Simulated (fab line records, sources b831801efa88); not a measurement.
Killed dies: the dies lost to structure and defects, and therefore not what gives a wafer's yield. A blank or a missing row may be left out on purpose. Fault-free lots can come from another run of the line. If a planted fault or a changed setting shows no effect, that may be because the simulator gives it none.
8D (eight disciplines) problem report, filled in by code + flow sky130 + the parts of the form that need people (team, actions taken, sign-off) are left out

== 1. WHAT WENT WRONG ==
SKY_VIA2_STRIP_16, stripTimeToEndpointS: mean 3.841 s over 1 wafer from 1 lot; wafers with no fault: 4.063 s, standard deviation 0.026. That is -8.5 standard deviations from the usual mean.
The step: strips in O2/N2.
The first sign was on wafer L534.6 at day 41 12:24, on plasmaAsher-01. At this step, 33 wafers from 11 lots have a number in the record. Rule for "out" (also "out of limits"): further than 4 standard deviations from the usual mean. The rest of the wafers with a number are treated as sound.

== 2. WHAT IT IS, WHAT IT ISN'T ==
| question                    | is                   | is not                                                                          |
|-----------------------------|----------------------|---------------------------------------------------------------------------------|
| which readings at this step | stripTimeToEndpointS | drypumpMotorCurrentA, oesProductAu                                              |
| which lots                  | L534                 | L518, L519, L521, L522, L523, L524, L525, L536, L537, L538                      |
| which wafers of those lots  | L534.6               | L534.3, L534.4                                                                  |
| read on which tools         | plasmaAsher-01       | plasmaAsher-02, plasmaAsher-03                                                  |
| when                        | from day 41 12:24    | up to then (23 sound wafers); but 9 sound wafers of L536, L537, L538 came after |

== 3. THE SUSPECTS, EACH WITH WHAT RULES IT OUT ==
Counting: a tool at a process step up to the reading stays a suspect if it ran every lot that is out. Sound lots after the first of them don't rule it out here, since some wafers of a struck lot are sound.
- rieDiel-04 at SKY_VIA2_ETCH_14 (etches BARC in N2/H2, stops on SiO2, time 45.9 s, target depth 60 nm): kept. The lot that is out, L534, ran on it at day 41 12:16; the last sound lot it ran before that was L524, at day 38 20:23.
- plasmaAsher-01 at SKY_VIA2_STRIP_16 (strips in O2/N2): kept. The lot that is out, L534, ran on it at day 41 12:24; the last sound lot it ran before that was L522, at day 38 05:15. Out on those wafers are its own readings of stripTimeToEndpointS.
- Within rieDiel-04 at SKY_VIA2_ETCH_14, the wafers that are out were processed in chamber 0 and their sound lot-mates in chamber 3.
Remaining after the count are rieDiel-04 at SKY_VIA2_ETCH_14 and plasmaAsher-01 at SKY_VIA2_STRIP_16.

== 4. THE CAUSE (what the simulator had put in) ==
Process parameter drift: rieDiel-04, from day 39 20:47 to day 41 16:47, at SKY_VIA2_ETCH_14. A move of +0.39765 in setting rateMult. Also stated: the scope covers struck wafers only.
Of the 2 suspects that counting leaves, this tool is one.

== 5. THE EFFECT CHAIN, in route order ==
Rows list readings where the struck wafers' mean (over those with a number) sits beyond 3 standard deviations from the usual. Readings are gone through only where the record gives a usual standard deviation; hours: the median, over the lots, of the time from a lot's start at the first step in this table giving one to that lot's start at this step; sigmas: the change measured in usual standard deviations.
| hours | step              | reading              | usual   | on struck wafers | change | sigmas |
|-------|-------------------|----------------------|---------|------------------|--------|--------|
| 0     | SKY_VIA2_STRIP_16 | stripTimeToEndpointS | 4.063 s | 3.841            | -0.222 | -8.5   |
Here are the process steps it includes:
- SKY_VIA2_STRIP_16: strips in O2/N2.
Later steps that measure or inspect, where all struck wafers having a row at the step show a number for every such reading and not one has moved that far: SKY_VIA4_BOW_MEAS_03.

== 6. HOW IT WOULD HAVE BEEN CAUGHT EARLIER ==
In this record the first reading out of limits was taken at day 41 12:24, 40 hours after the fault began at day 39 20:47.
Of the tool readings at SKY_VIA2_ETCH_14 for which the record gives a usual standard deviation, none was out on any struck wafer, so an alarm limit of 4 standard deviations on them would not have fired.
Each of the lots that are out, 1 in all, had begun SKY_VIA2_ETCH_14 on rieDiel-04 no later than day 41 12:24. Tool hold at that time: it would have spared none of them.
